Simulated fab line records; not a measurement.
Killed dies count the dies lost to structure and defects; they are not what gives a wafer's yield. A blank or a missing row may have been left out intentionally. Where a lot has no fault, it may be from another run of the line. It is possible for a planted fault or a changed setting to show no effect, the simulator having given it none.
Which of the tools did it?    flow sky130    11 lots with 33 wafers sampled at 6 steps, on a route of 708 steps

WHAT EACH GAUGE READ, for each wafer
SKY_FIELD_ISO_THK_MEAS_25. Usual: FIELD_ISO_CVD_24_THK 593 nm, standard deviation 5.6.
lot   measured     on            FIELD_ISO_CVD_24_THK (nm)  flag
L430  day 2 13:56  filmMetro-03  601 603 600                
L431  day 2 16:50  filmMetro-03  596 595 592                
L433  day 3 03:49  filmMetro-03  599 602 600                
L434  day 3 11:53  filmMetro-03  582 586 579                
L437  day 4 01:50  filmMetro-04  595 599 595                
L439  day 4 11:40  filmMetro-04  590 598 594                
L444  day 5 13:46  filmMetro-04  587 587 586                
L447  day 6 06:47  filmMetro-03  602 594 592                
L448  day 6 09:50  filmMetro-04  598 599 592                
L449  day 6 15:08  filmMetro-01  597 599 592                
L451  day 7 04:43  filmMetro-04  589 591 601                

SKY_VT_ADJUST_HVTR_TW_MEAS_11. Usual: VT_ADJUST_HVTR_TW 210.2, standard deviation 1.7.
lot   measured      on            VT_ADJUST_HVTR_TW  flag
L430  day 9 18:02   filmMetro-02  210.6 210.4 210.5  
L431  day 10 02:06  filmMetro-02  211.7 210.2 211.8  
L433  day 10 16:37  filmMetro-04  212.4 212.1 211.9  
L434  day 11 02:53  filmMetro-01  206.6 208.8 208.2  
L437  day 11 20:42  filmMetro-02  211.3 211.0 211.5  
L439  day 12 10:50  filmMetro-02  211.8 211.1 211.2  
L444  day 13 22:44  filmMetro-02  210.4 210.6 209.9  
L447  day 15 01:02  filmMetro-01  208.6 207.4 207.6  
L448  day 15 02:21  filmMetro-02  209.6 210.1 208.6  
L449  day 15 11:29  filmMetro-02  209.2 209.1 209.2  
L451  day 16 04:26  filmMetro-01  210.0 210.0 209.0  

SKY_VT_ADJUST_PCH_TW_MEAS_10. Usual: VT_ADJUST_PCH_TW 142.7, standard deviation 0.81.
lot   measured      on            VT_ADJUST_PCH_TW               flag
L430  day 10 17:02  filmMetro-03  143.1 143.3 142.7              
L431  day 10 23:49  filmMetro-02  142.9 142.3 142.3              
L433  day 11 15:01  filmMetro-02  30.0 30.0 30.2 30.1 30.1 30.2  OFF
L434  day 12 02:32  filmMetro-02  30.0 30.1 30.2 30.1 30.1 30.1  OFF
L437  day 12 21:14  filmMetro-02  142.8 142.8 142.1              
L439  day 13 10:41  filmMetro-02  141.5 142.5 142.2              
L444  day 15 00:19  filmMetro-03  142.6 143.3 142.6              
L447  day 16 04:53  filmMetro-03  143.3 143.3 143.2              
L448  day 16 06:22  filmMetro-01  141.5 142.0 142.2              
L449  day 16 15:58  filmMetro-02  143.7 143.3 143.3              
L451  day 17 10:41  filmMetro-01  141.8 141.5 140.2              

SKY_SONOS_TUNNEL_TW_MEAS_12. Usual: SONOS_TUNNEL_TW 198.0, standard deviation 0.97.
lot   measured      on            SONOS_TUNNEL_TW    flag
L430  day 11 15:39  filmMetro-02  198.2 197.2 198.7  
L431  day 11 23:30  filmMetro-02  198.0 198.3 198.0  
L437  day 13 22:17  filmMetro-03  198.7 198.4 199.8  
L439  day 14 11:50  filmMetro-02  197.4 196.8 196.9  
L444  day 16 04:18  filmMetro-04  199.2 199.1 199.7  
L447  day 17 11:16  filmMetro-03  197.7 197.4 198.5  
L448  day 17 11:31  filmMetro-02  198.4 196.8 197.5  
L449  day 17 22:40  filmMetro-03  197.2 198.4 198.1  
L451  day 18 16:13  filmMetro-04  199.3 200.0 199.6  

EACH LOT AND THE TOOL THAT RAN IT (in order: tool; ch and the chambers of the sampled wafers; start)
lot   SKY_VT_ADJUST_HVTR_STRIP_10          SKY_VT_ADJUST_PCH_STRIP_09
L430  plasmaAsher-01 ch 0,1, day 9 17:56   plasmaAsher-04 ch 0,1, day 10 16:56
L431  plasmaAsher-02 ch 0,1, day 10 01:59  plasmaAsher-03 ch 0,1, day 10 23:38
L433  plasmaAsher-02 ch 0,1, day 10 16:31  plasmaAsher-03 ch 0,1, day 11 14:55
L434  plasmaAsher-01 ch 0,1, day 11 02:47  plasmaAsher-04 ch 0,1, day 12 02:26
L437  plasmaAsher-02 ch 0,1, day 11 20:36  plasmaAsher-03 ch 0,1, day 12 21:08
L439  plasmaAsher-01 ch 0,1, day 12 10:44  plasmaAsher-04 ch 0,1, day 13 10:35
L444  plasmaAsher-01 ch 0,1, day 13 22:38  plasmaAsher-04 ch 0,1, day 15 00:13
L447  plasmaAsher-02 ch 0,1, day 15 00:56  plasmaAsher-02 ch 0,1, day 16 04:47
L448  plasmaAsher-01 ch 0,1, day 15 02:14  plasmaAsher-04 ch 0,1, day 16 06:16
L449  plasmaAsher-01 ch 0,1, day 15 11:23  plasmaAsher-03 ch 0,1, day 16 15:52
L451  plasmaAsher-01 ch 0,1, day 16 04:20  plasmaAsher-04 ch 0,1, day 17 10:35
- SKY_VT_ADJUST_HVTR_STRIP_10: strips in O2/N2.
- SKY_VT_ADJUST_PCH_STRIP_09: strips in O2/N2.

WHAT THE TOOLS THEMSELVES READ (means of the sampled wafers that have a number; where no wafer has one, the mark that the record gives instead)
SKY_VT_ADJUST_HVTR_STRIP_10. Usual: chamberPressureMTorr 1500.1 mTorr, standard deviation 1.3; drypumpMotorCurrentA 5.9 A, standard deviation 0.41; oesProductAu 0.716 a.u., standard deviation 0.0044; stripTimeToEndpointS 14.17 s, standard deviation 0.039.
lot   tool            chamberPressureMTorr (mTorr)  drypumpMotorCurrentA (A)  oesProductAu (a.u.)  stripTimeToEndpointS (s)  flag
L430  plasmaAsher-01  1500.0                        5.4                       0.720                14.21                     
L431  plasmaAsher-02  1499.8                        6.0                       0.713                14.19                     
L433  plasmaAsher-02  -                             -                         -                    -                         OFF
L434  plasmaAsher-01  -                             -                         -                    -                         OFF
L437  plasmaAsher-02  1499.4                        6.0                       0.715                14.22                     
L439  plasmaAsher-01  1500.1                        5.7                       0.717                14.18                     
L444  plasmaAsher-01  1499.8                        5.4                       0.719                14.20                     
L447  plasmaAsher-02  1499.9                        6.0                       0.714                14.15                     
L448  plasmaAsher-01  1500.4                        5.7                       0.717                14.15                     
L449  plasmaAsher-01  1500.4                        5.4                       0.713                14.14                     
L451  plasmaAsher-01  1499.2                        5.4                       0.713                14.17                     

SKY_VT_ADJUST_PCH_STRIP_09. Usual: chamberPressureMTorr 1500.1 mTorr, standard deviation 1.5; drypumpMotorCurrentA 6.16 A, standard deviation 0.2; oesProductAu 0.722 a.u., standard deviation 0.0048; stripTimeToEndpointS 36.93 s, standard deviation 0.085.
lot   tool            chamberPressureMTorr (mTorr)  drypumpMotorCurrentA (A)  oesProductAu (a.u.)  stripTimeToEndpointS (s)  flag
L430  plasmaAsher-04  1500.8                        6.19                      0.724                36.95                     
L431  plasmaAsher-03  1500.4                        6.33                      0.720                36.94                     
L433  plasmaAsher-03  1499.5                        6.20                      0.723                53.82                     OFF
L434  plasmaAsher-04  1499.8                        6.05                      0.730                53.67                     OFF
L437  plasmaAsher-03  1500.2                        6.21                      0.726                37.06                     
L439  plasmaAsher-04  1501.6                        6.03                      0.719                36.87                     
L444  plasmaAsher-04  1500.7                        6.19                      0.718                36.99                     
L447  plasmaAsher-02  1498.8                        6.02                      0.724                36.97                     
L448  plasmaAsher-04  1501.3                        6.17                      0.720                36.89                     
L449  plasmaAsher-03  1500.4                        6.22                      0.727                36.88                     
L451  plasmaAsher-04  1501.3                        6.18                      0.723                36.88                     

THE ANSWER, worked out from the rows above alone
Rule: take the mean of a lot's wafers that have a number; if it is more than 3 standard deviations from the usual mean, the lot is off. Also off: a lot with no number at a reading for which 4 or more lots have one. All remaining lots with rows at the step are treated as sound. The gauges are gone through in route order, then the tools' own readings, and for those a lot's mean is taken as printed above. At the first step where some lot is off, the reading lying furthest off is the one used; lots without a number count as furthest.
Off: L433, L434, seen at SKY_VT_ADJUST_PCH_TW_MEAS_10 (VT_ADJUST_PCH_TW).
If a tool, at a process step before that reading, ran all the lots that are off and no sound lot after the first of them, it fits. The gauges at SKY_VT_ADJUST_PCH_TW_MEAS_10 aren't tried: what is off there is off at SKY_VT_ADJUST_HVTR_STRIP_10 too, on other tools, and a gauge's error can't cause that. Not one of the candidates tried fits.

WHAT THE SIMULATOR PUT IN
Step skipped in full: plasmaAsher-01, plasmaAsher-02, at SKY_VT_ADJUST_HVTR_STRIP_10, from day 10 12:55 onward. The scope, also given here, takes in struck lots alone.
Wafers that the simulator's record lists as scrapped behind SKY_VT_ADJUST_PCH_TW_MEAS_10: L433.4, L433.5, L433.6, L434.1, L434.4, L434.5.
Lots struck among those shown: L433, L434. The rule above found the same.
